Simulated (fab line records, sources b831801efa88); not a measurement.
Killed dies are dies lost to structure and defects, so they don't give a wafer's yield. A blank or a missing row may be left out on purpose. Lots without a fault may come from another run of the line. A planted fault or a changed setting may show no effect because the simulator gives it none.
Tool commonality check | flow gf180mcu | 12 lots, 42 wafers sampled

WHY IT WAS OPENED
At GF_NWELL_TW_MEAS_11 the reading NWELL_TW is flagged on 2 of 12 lots. Wafers without a fault read 1561, standard deviation 10.
Rule: a lot is flagged when every wafer of it that has a number lies more than 4 standard deviations from that mean, or none has a number. The other lots count as sound.

lot  | measured    | on            | NWELL_TW, wafer by wafer      | flag
L269 | day 3 14:53 | film_metro-01 | 1565 1572 1563                |
L271 | day 4 01:47 | film_metro-01 | 1558 1562 1569                |
L273 | day 4 11:16 | film_metro-01 | 1572 1569 1566                |
L274 | day 4 23:40 | film_metro-04 | 1557 1557 1556                |
L275 | day 5 05:58 | film_metro-04 | 1544 1538 1544                |
L276 | day 5 07:26 | film_metro-04 | 1540 1561 1546                |
L280 | day 6 05:34 | film_metro-04 | 1828 1824 1818 1828 1822 1816 | FLAGGED
L281 | day 6 08:40 | film_metro-04 | 1816 1826 1817 1810 1814 1824 | FLAGGED
L287 | day 7 15:47 | film_metro-01 | 1572 1564 1569                |
L288 | day 7 21:19 | film_metro-01 | 1560 1569 1564                |
L289 | day 8 02:26 | film_metro-04 | 1546 1551 1555                |
L291 | day 8 12:44 | film_metro-04 | 1555 1542 1551                |
The numbers of the flagged lots are 1820 on average: +259 against the usual, or +26 standard deviations.

WHICH TOOL RAN EACH LOT
The record holds 2 process steps before the reading, out of a route of 602 steps. In each cell: the tool, then ch and the chambers that the sampled wafers went through, then the start.
lot  | flag    | GF_DNWELL_COAT_02                | GF_DNWELL_STRIP_08
L269 |         | litho_track-03 ch 0, day 2 18:19 | plasma_asher-01 ch 0,1, day 3 00:56
L271 |         | litho_track-03 ch 0, day 3 05:43 | plasma_asher-01 ch 0, day 3 12:32
L273 |         | litho_track-03 ch 0, day 3 14:53 | plasma_asher-04 ch 0,1, day 3 21:11
L274 |         | litho_track-03 ch 0, day 4 01:14 | plasma_asher-04 ch 0,1, day 4 08:47
L275 |         | litho_track-02 ch 0, day 4 07:29 | plasma_asher-02 ch 0,1, day 4 14:59
L276 |         | litho_track-01 ch 0, day 4 09:37 | plasma_asher-02 ch 0,1, day 4 17:01
L280 | FLAGGED | litho_track-02, day 5 06:10      | plasma_asher-01 ch 1, day 5 13:38
L281 | FLAGGED | litho_track-03, day 5 09:38      | plasma_asher-04 ch 0,1, day 5 17:26
L287 |         | litho_track-02 ch 0, day 6 16:02 | plasma_asher-01 ch 0,1, day 7 00:14
L288 |         | litho_track-03 ch 0, day 6 21:40 | plasma_asher-01 ch 1, day 7 05:38
L289 |         | litho_track-02 ch 0, day 7 02:52 | plasma_asher-04 ch 0,1, day 7 10:59
L291 |         | litho_track-01 ch 0, day 7 12:28 | plasma_asher-01 ch 0,1, day 7 20:44
What these steps do:
- GF_DNWELL_COAT_02: resist thk 3000 nm.
- GF_DNWELL_STRIP_08: strips in O2/N2.
- GF_NWELL_TW_MEAS_11

FLAGGED OVER TOTAL, TOOL BY TOOL (the gauges that took the reading come last)
step                | tool            | lots run | flagged | share of the flagged lots | sound lots run after its first flagged lot
GF_DNWELL_COAT_02   | litho_track-01  | 2        | 0       | none                      | -
GF_DNWELL_COAT_02   | litho_track-02  | 4        | 1       | some                      | 2 (L287,L289)
GF_DNWELL_COAT_02   | litho_track-03  | 6        | 1       | some                      | 1 (L288)
GF_DNWELL_STRIP_08  | plasma_asher-01 | 6        | 1       | some                      | 3 (L287,L288,L291)
GF_DNWELL_STRIP_08  | plasma_asher-02 | 2        | 0       | none                      | -
GF_DNWELL_STRIP_08  | plasma_asher-04 | 4        | 1       | some                      | 1 (L289)
GF_NWELL_TW_MEAS_11 | film_metro-01   | 5        | 0       | none                      | -
GF_NWELL_TW_MEAS_11 | film_metro-04   | 7        | 2       | all                       | 2 (L289,L291)

WHAT THE TABLE ALLOWS
1 row of the table ran every flagged lot: film_metro-04 at GF_NWELL_TW_MEAS_11.
- film_metro-04 at GF_NWELL_TW_MEAS_11: 2 of its 7 lots flagged. Sound lots ran on it after the first flagged one (L289, L291), which a lasting fault on the whole tool wouldn't allow.
No row of the table ran every flagged lot and no sound lot after the first.

WHAT THE SIMULATOR HAD PUT IN
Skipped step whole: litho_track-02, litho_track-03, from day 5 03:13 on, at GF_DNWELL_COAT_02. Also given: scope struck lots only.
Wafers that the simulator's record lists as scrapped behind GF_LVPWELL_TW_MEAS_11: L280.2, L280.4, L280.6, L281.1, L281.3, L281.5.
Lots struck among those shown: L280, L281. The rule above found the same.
